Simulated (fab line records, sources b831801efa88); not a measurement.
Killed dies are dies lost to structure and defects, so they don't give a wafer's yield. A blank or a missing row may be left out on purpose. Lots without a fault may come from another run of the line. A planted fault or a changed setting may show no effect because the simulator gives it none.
Which tool did it? | flow sky130 | 6 lots, 18 wafers sampled, at 4 steps of a route of 708

WHAT THE GAUGES READ, wafer by wafer
SKY_METAL1_CD_MEAS_15: target cd 140 nm.
lot  | measured     | on        | cd_nm (nm)
L603 | day 32 13:36 | cd_sem-02 | 140.4 141.9 141.6
L607 | day 35 06:35 | cd_sem-01 | 139.1 139.4 137.4
L608 | day 35 13:07 | cd_sem-01 | 138.7 137.8 138.0
L614 | day 36 21:11 | cd_sem-02 | 140.2 139.6 138.3
L622 | day 39 05:32 | cd_sem-02 | 141.9 141.8 142.6
L624 | day 39 14:47 | cd_sem-01 | 142.1 141.9 141.9

WHICH TOOL RAN EACH LOT (tool, then ch and the chambers of the sampled wafers, then the start)
lot  | SKY_CONTACT_SPUTTER_23       | SKY_METAL1_SPUTTER_00        | SKY_METAL1_SPUTTER_01
L603 | pvd_sputter-02, day 31 09:23 | pvd_sputter-01, day 31 10:02 | pvd_sputter-01, day 31 10:04
L607 | pvd_sputter-01, day 34 03:20 | pvd_sputter-03, day 34 03:59 | pvd_sputter-03, day 34 04:01
L608 | pvd_sputter-04, day 34 09:29 | pvd_sputter-01, day 34 10:17 | pvd_sputter-01, day 34 10:18
L614 | pvd_sputter-01, day 35 18:45 | pvd_sputter-03, day 35 19:24 | pvd_sputter-03, day 35 19:25
L622 | pvd_sputter-04, day 38 03:02 | pvd_sputter-01, day 38 03:41 | pvd_sputter-01, day 38 03:43
L624 | pvd_sputter-01, day 38 12:58 | pvd_sputter-03, day 38 13:37 | pvd_sputter-03, day 38 13:38
- SKY_CONTACT_SPUTTER_23: material TiN, target thk 20 nm, time 80 s.
- SKY_METAL1_SPUTTER_00: material Ti, target thk 15 nm, time 10 s.
- SKY_METAL1_SPUTTER_01: material TiN, target thk 20 nm, time 16.7 s.

THE ANSWER, worked out from the rows above alone
Rule: what is usual is taken from the lots themselves. Put in order of their means at a reading, lots are off if they are a third of the lots or fewer, leave a main group of 4 or more, and stand apart from it by a gap of 3 or more times the standard deviation of the main group's means; of several such gaps the widest counts. A main group whose means are all the same, to the digits that the tables above print for the reading, isn't used. A lot without any number at a reading at which 4 lots or more have one is off too. The other lots that the step has rows for count as sound.
No lot is off at any reading shown: from this, nothing can be told.

WHAT THE SIMULATOR HAD PUT IN
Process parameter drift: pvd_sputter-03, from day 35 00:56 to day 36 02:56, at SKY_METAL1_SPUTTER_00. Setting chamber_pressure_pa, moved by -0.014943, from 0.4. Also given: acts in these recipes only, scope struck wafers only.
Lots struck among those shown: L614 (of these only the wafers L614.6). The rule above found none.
